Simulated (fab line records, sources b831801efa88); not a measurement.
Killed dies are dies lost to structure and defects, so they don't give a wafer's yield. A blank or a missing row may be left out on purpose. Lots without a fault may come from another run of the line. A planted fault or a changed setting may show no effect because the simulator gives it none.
Which tool did it? | flow sky130 | 14 lots, 42 wafers sampled, at 5 steps of a route of 708

WHAT THE GAUGES READ, wafer by wafer
SKY_POLY_CUT_CD_MEAS_08: target cd 270 nm. Usual: cd_nm 270.1 nm, standard deviation 1.2.
lot  | measured     | on        | cd_nm (nm)        | flag
L874 | day 23 20:34 | cd_sem-01 | 271.3 269.0 270.4 |
L875 | day 24 11:58 | cd_sem-01 | 269.2 269.6 269.4 |
L876 | day 25 03:46 | cd_sem-01 | 269.8 269.2 269.6 |
L878 | day 25 17:04 | cd_sem-01 | 269.2 269.6 270.8 |
L879 | day 26 04:19 | cd_sem-02 | 269.0 270.6 269.2 |
L880 | day 26 13:08 | cd_sem-01 | 270.7 272.4 272.8 |
L882 | day 27 05:36 | cd_sem-02 | 270.2 270.5 269.6 |
L881 | day 27 07:14 | cd_sem-01 | 270.2 270.6 271.3 |
L884 | day 28 05:25 | cd_sem-01 | 269.2 269.2 269.1 |
L885 | day 28 08:19 | cd_sem-01 | 271.0 271.7 270.1 |
L889 | day 29 20:29 | cd_sem-01 | 269.5 269.7 268.8 |
L890 | day 30 05:22 | cd_sem-02 | 268.4 268.9 268.9 |
L896 | day 31 17:38 | cd_sem-01 | 271.1 270.9 270.9 |
L897 | day 32 00:16 | cd_sem-02 | 268.5 268.6 267.6 |

SKY_LOCAL_INTERCONNECT_CD_MEAS_11: target cd 170 nm. Usual: cd_nm 169.3 nm, standard deviation 1.5.
lot  | measured     | on        | cd_nm (nm)        | flag
L874 | day 29 23:31 | cd_sem-01 | 171.9 172.8 170.5 |
L875 | day 30 16:47 | cd_sem-02 | 169.6 169.3 170.9 |
L876 | day 31 04:02 | cd_sem-02 | 169.4 170.2 169.8 |
L878 | day 31 18:58 | cd_sem-02 | 168.9 170.8 169.7 |
L879 | day 32 06:10 | cd_sem-01 | 171.5 171.8 172.0 |
L880 | day 32 12:59 | cd_sem-02 | 170.2 171.1 170.8 |
L882 | day 33 04:53 | cd_sem-01 | 168.4 169.8 168.4 |
L881 | day 33 05:54 | cd_sem-01 | 167.7 167.0 166.4 |
L884 | day 34 03:28 | cd_sem-02 | 169.1 168.4 168.5 |
L885 | day 34 05:50 | cd_sem-02 | 169.4 168.3 169.2 |
L889 | day 35 15:37 | cd_sem-01 | 148.5 156.6 151.6 | OFF
L890 | day 35 23:52 | cd_sem-02 | 159.4 137.4 145.6 | OFF
L896 | day 37 08:34 | cd_sem-01 | 168.0 169.6 167.6 |
L897 | day 37 16:16 | cd_sem-01 | 169.7 170.4 169.3 |

SKY_CONTACT_BOW_MEAS_05. Usual: CONTACT_BOW 81 um, standard deviation 6.6.
lot  | measured     | on            | CONTACT_BOW (um) | flag
L874 | day 30 01:01 | film_metro-01 | 82 76 88         |
L875 | day 30 18:54 | film_metro-04 | 78 85 79         |
L876 | day 31 05:26 | film_metro-03 | 75 69 83         |
L878 | day 31 20:20 | film_metro-01 | 81 63 87         |
L879 | day 32 07:34 | film_metro-04 | 87 78 68         |
L880 | day 32 14:25 | film_metro-03 | 85 76 70         |
L882 | day 33 06:17 | film_metro-04 | 79 80 65         |
L881 | day 33 07:17 | film_metro-03 | 88 79 73         |
L884 | day 34 04:58 | film_metro-01 | 89 76 73         |
L885 | day 34 07:13 | film_metro-01 | 81 83 78         |
L889 | day 35 17:05 | film_metro-01 | 81 88 74         |
L890 | day 36 01:17 | film_metro-03 | 80 85            |
L896 | day 37 09:59 | film_metro-01 | 73 92 85         |
L897 | day 37 17:42 | film_metro-03 | 91 80 84         |

WHICH TOOL RAN EACH LOT (tool, then ch and the chambers of the sampled wafers, then the start)
lot  | SKY_POLY_CUT_STRIP_12                | SKY_LOCAL_INTERCONNECT_EXPOSE_08
L874 | plasma_asher-03 ch 0,1, day 23 20:49 | krf_scanner-02 ch 0, day 29 09:35
L875 | plasma_asher-04 ch 0,1, day 24 12:11 | krf_scanner-02 ch 0, day 30 02:38
L876 | plasma_asher-04 ch 0,1, day 25 04:01 | krf_scanner-01 ch 0, day 30 14:53
L878 | plasma_asher-01 ch 0,1, day 25 17:20 | krf_scanner-01 ch 0, day 31 05:31
L879 | plasma_asher-03 ch 0,1, day 26 04:34 | krf_scanner-01 ch 0, day 31 16:50
L880 | plasma_asher-03 ch 0,1, day 26 13:22 | krf_scanner-02 ch 0, day 31 23:46
L882 | plasma_asher-01 ch 0,1, day 27 05:50 | krf_scanner-01 ch 0, day 32 15:06
L881 | plasma_asher-01 ch 0,1, day 27 07:26 | krf_scanner-01 ch 0, day 32 16:11
L884 | plasma_asher-03 ch 0,1, day 28 05:38 | krf_scanner-01 ch 0, day 33 14:40
L885 | plasma_asher-03 ch 0,1, day 28 08:34 | krf_scanner-01 ch 0, day 33 16:26
L889 | plasma_asher-03 ch 0, day 29 20:43   | krf_scanner-01 ch 0, day 35 02:55
L890 | plasma_asher-03 ch 0,1, day 30 05:37 | krf_scanner-01 ch 0, day 35 10:59
L896 | plasma_asher-03 ch 0, day 31 17:52   | krf_scanner-02 ch 0, day 36 19:37
L897 | plasma_asher-04 ch 0,1, day 32 00:31 | krf_scanner-02 ch 0, day 37 03:04
- SKY_POLY_CUT_STRIP_12: strips in O2/N2.
- SKY_LOCAL_INTERCONNECT_EXPOSE_08: exposes mask LI1M, target cd 170 nm.

WHAT THE TOOLS THEMSELVES READ (means of the sampled wafers that have a number; where no wafer has one, the mark that the record gives instead)
SKY_POLY_CUT_STRIP_12. Usual: drypump_motor_current_A 5.5 A, standard deviation 0.38; oes_product_au 0.452 a.u., standard deviation 0.0045; strip_time_to_endpoint_s 5.358 s, standard deviation 0.015.
lot  | tool            | drypump_motor_current_A (A) | oes_product_au (a.u.) | strip_time_to_endpoint_s (s) | flag
L874 | plasma_asher-03 | 5.4                         | 0.460                 | 5.344                        |
L875 | plasma_asher-04 | 5.3                         | 0.456                 | 5.374                        |
L876 | plasma_asher-04 | 5.7                         | 0.455                 | 5.354                        |
L878 | plasma_asher-01 | 5.7                         | 0.449                 | 5.335                        |
L879 | plasma_asher-03 | 5.6                         | 0.450                 | 5.352                        |
L880 | plasma_asher-03 | 5.6                         | 0.455                 | 5.348                        |
L882 | plasma_asher-01 | 5.6                         | 0.454                 | 5.376                        |
L881 | plasma_asher-01 | 5.7                         | 0.453                 | 5.367                        |
L884 | plasma_asher-03 | 5.3                         | 0.453                 | 5.368                        |
L885 | plasma_asher-03 | 5.4                         | 0.453                 | 5.361                        |
L889 | plasma_asher-03 | 5.0                         | 0.451                 | 5.367                        |
L890 | plasma_asher-03 | 5.3                         | 0.453                 | 5.343                        |
L896 | plasma_asher-03 | 5.0                         | 0.452                 | 5.356                        |
L897 | plasma_asher-04 | 5.3                         | 0.453                 | 5.370                        |

THE ANSWER, worked out from the rows above alone
Rule: a lot is off if the mean of its wafers that have a number lies more than 3 standard deviations from the usual mean. A lot without any number at a reading at which 4 lots or more have one is off too. The other lots that the step has rows for count as sound. The gauges are gone through in route order, then the tools' own readings, and for those a lot's mean is taken as printed above. The first step at which some lot is off is used, and at that step the reading that is off furthest; a lot without a number counts as furthest.
Off: L889, L890, at SKY_LOCAL_INTERCONNECT_CD_MEAS_11 (cd_nm).
A tool fits if, at a process step before that reading, it ran every lot that is off, and no sound lot after the first of them. The gauges at SKY_LOCAL_INTERCONNECT_CD_MEAS_11 are tried like those tools. One fits: krf_scanner-01 at SKY_LOCAL_INTERCONNECT_EXPOSE_08. Its last sound lot is L885 (day 33 16:26), its first lot that is off L889 (day 35 02:55): a fault that began between those two fits.

WHAT THE SIMULATOR HAD PUT IN
Process parameter drift: krf_scanner-01, from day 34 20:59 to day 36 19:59, at SKY_LOCAL_INTERCONNECT_EXPOSE_08. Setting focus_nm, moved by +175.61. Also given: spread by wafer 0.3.
Lots struck among those shown: L889, L890. The rule above found the same.
